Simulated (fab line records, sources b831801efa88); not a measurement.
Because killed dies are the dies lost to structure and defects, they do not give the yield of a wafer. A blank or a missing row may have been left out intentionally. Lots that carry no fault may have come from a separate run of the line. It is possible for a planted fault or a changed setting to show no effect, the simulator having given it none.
Which tool is to blame?	flow sfq-line	Sampling: 14 lots, 42 wafers, 3 of 325 route steps

## WHAT THE GAUGES SHOWED, per wafer
SFQ_I2_OVL_MEAS_918. Usual: I2_OVL -2 nm, standard deviation 5.8.
lot	measured	on	I2_OVL (nm)	flag
L795	day 23 22:06	overlay-02	5 3 6	
L796	day 24 16:06	overlay-02	4 3 4	
L799	day 25 20:00	overlay-02	-16 -11 -6	
L802	day 37 22:35	overlay-02	-6 -4 -4	
L803	day 38 04:34	overlay-02	0 -6 -1	
L805	day 39 09:29	overlay-01	-4 -4 -11	
L807	day 40 01:05	overlay-02	3 0 -7	
L809	day 41 00:02	overlay-01	1 -6 0	
L811	day 42 01:08	overlay-02	-5 -6 -8	
L814	day 42 16:44	overlay-01	-3 -1 4	
L815	day 43 03:32	overlay-01	-8 0 0	
L816	day 43 21:40	overlay-02	-2 1 2	
L817	day 44 09:40	overlay-01	-10 -6 -8	
L818	day 44 12:04	overlay-01	-3 1 -2	

## WHAT TOOL EACH LOT RAN ON (gives the tool, then ch and the chambers of the sampled wafers, and finally the start)
lot	SFQ_TRILAYER_I0_CMP_CMP_028	SFQ_TRILAYER_M2_BARC_OPEN_METAL_ETCH_077
L795	cmp-01 ch 1,2, day 11 08:32	rie-metal-04 ch 0,1, day 22 11:20
L796	cmp-02 ch 0,1,2, day 11 11:00	rie-metal-04 ch 1, day 23 06:32
L799	cmp-02 ch 1,2, day 12 09:50	rie-metal-04 ch 0,1, day 24 08:58
L802	cmp-02 ch 0,2, day 13 15:50	rie-metal-03 ch 0,1, day 31 11:45
L803	cmp-01 ch 0,2, day 13 21:35	rie-metal-02 ch 0,1, day 31 21:21
L805	cmp-02 ch 0,2,3, day 14 10:05	rie-metal-04 ch 0, day 33 03:22
L807	cmp-02 ch 2,3, day 14 21:35	rie-metal-03 ch 0,1, day 33 15:22
L809	cmp-01 ch 0,1, day 15 11:53	rie-metal-04 ch 0,1, day 34 11:15
L811	cmp-01 ch 0,1, day 16 05:26	rie-metal-04 ch 0,1, day 35 11:35
L814	cmp-02 ch 0,2,3, day 17 05:41	rie-metal-02 ch 1, day 36 03:26
L815	cmp-01 ch 0,1,2, day 17 11:35	rie-metal-03 ch 0,1, day 36 12:25
L816	cmp-02 ch 0,2,3, day 18 06:22	rie-metal-04 ch 1, day 37 05:35
L817	cmp-02 ch 0,1,3, day 18 17:35	rie-metal-02 ch 0,1, day 37 14:08
L818	cmp-01 ch 0,2,3, day 18 21:58	rie-metal-04 ch 0,1, day 37 18:59
- SFQ_TRILAYER_I0_CMP_CMP_028: polishes SiO2.
- SFQ_TRILAYER_M2_BARC_OPEN_METAL_ETCH_077: etches BARC in O2, target depth 125 nm, time 41.7 s.

## AS READ BY THE TOOLS THEMSELVES (means over the sampled wafers that have a number; for cases with no such wafer, the mark the record gives instead)
SFQ_TRILAYER_I0_CMP_CMP_028. Usual: motor-current-A 9.9 A, standard deviation 0.89; time-to-endpoint-s 217 s, standard deviation 8.3.
lot	tool	motor-current-A (A)	time-to-endpoint-s (s)	flag
L795	cmp-01	11.0	210	
L796	cmp-02	9.5	221	
L799	cmp-02	9.3	224	
L802	cmp-02	9.9	214	
L803	cmp-01	10.1	201	
L805	cmp-02	9.9	181	OFF
L807	cmp-02	10.3	155	OFF
L809	cmp-01	11.6	214	
L811	cmp-01	11.5	213	
L814	cmp-02	9.9	215	
L815	cmp-01	10.7	212	
L816	cmp-02	9.9	212	
L817	cmp-02	9.4	222	
L818	cmp-01	9.5	212	

SFQ_TRILAYER_M2_BARC_OPEN_METAL_ETCH_077. Usual: drypump-motor-current-A 5.7 A, standard deviation 0.66; oes-product-au 0.684 a.u., standard deviation 0.0042.
lot	tool	drypump-motor-current-A (A)	oes-product-au (a.u.)	flag
L795	rie-metal-04	5.8	0.686	
L796	rie-metal-04	5.0	0.680	
L799	rie-metal-04	5.8	0.690	
L802	rie-metal-03	6.4	0.688	
L803	rie-metal-02	5.2	0.682	
L805	rie-metal-04	6.2	0.690	
L807	rie-metal-03	6.4	0.688	
L809	rie-metal-04	5.8	0.685	
L811	rie-metal-04	5.4	0.688	
L814	rie-metal-02	6.0	0.681	
L815	rie-metal-03	6.4	0.685	
L816	rie-metal-04	5.0	0.684	
L817	rie-metal-02	5.6	0.679	
L818	rie-metal-04	5.4	0.681	

## THE ANSWER, worked out from the rows above alone
Rule: take the mean of a lot's wafers that have a number; if it is more than 3 standard deviations from the usual mean, the lot is off. A lot without any number at a reading at which 4 lots or more have one is off too. Where the step has rows for the other lots, those lots are counted as sound. After the gauges, taken in route order, come the tools' own readings; for these a lot's mean is taken, as printed above. The first step at which some lot is off is used, and at that step the reading that is off furthest; a lot without a number counts as furthest.
Off: L805, L807, at SFQ_TRILAYER_I0_CMP_CMP_028 (time-to-endpoint-s).
If a tool, at that step or one of the process steps before it, ran each lot that is off and ran no sound lot following the first of them, it fits. Not one of the candidates tried fits.

## WHAT THE SIMULATOR HAD INSERTED
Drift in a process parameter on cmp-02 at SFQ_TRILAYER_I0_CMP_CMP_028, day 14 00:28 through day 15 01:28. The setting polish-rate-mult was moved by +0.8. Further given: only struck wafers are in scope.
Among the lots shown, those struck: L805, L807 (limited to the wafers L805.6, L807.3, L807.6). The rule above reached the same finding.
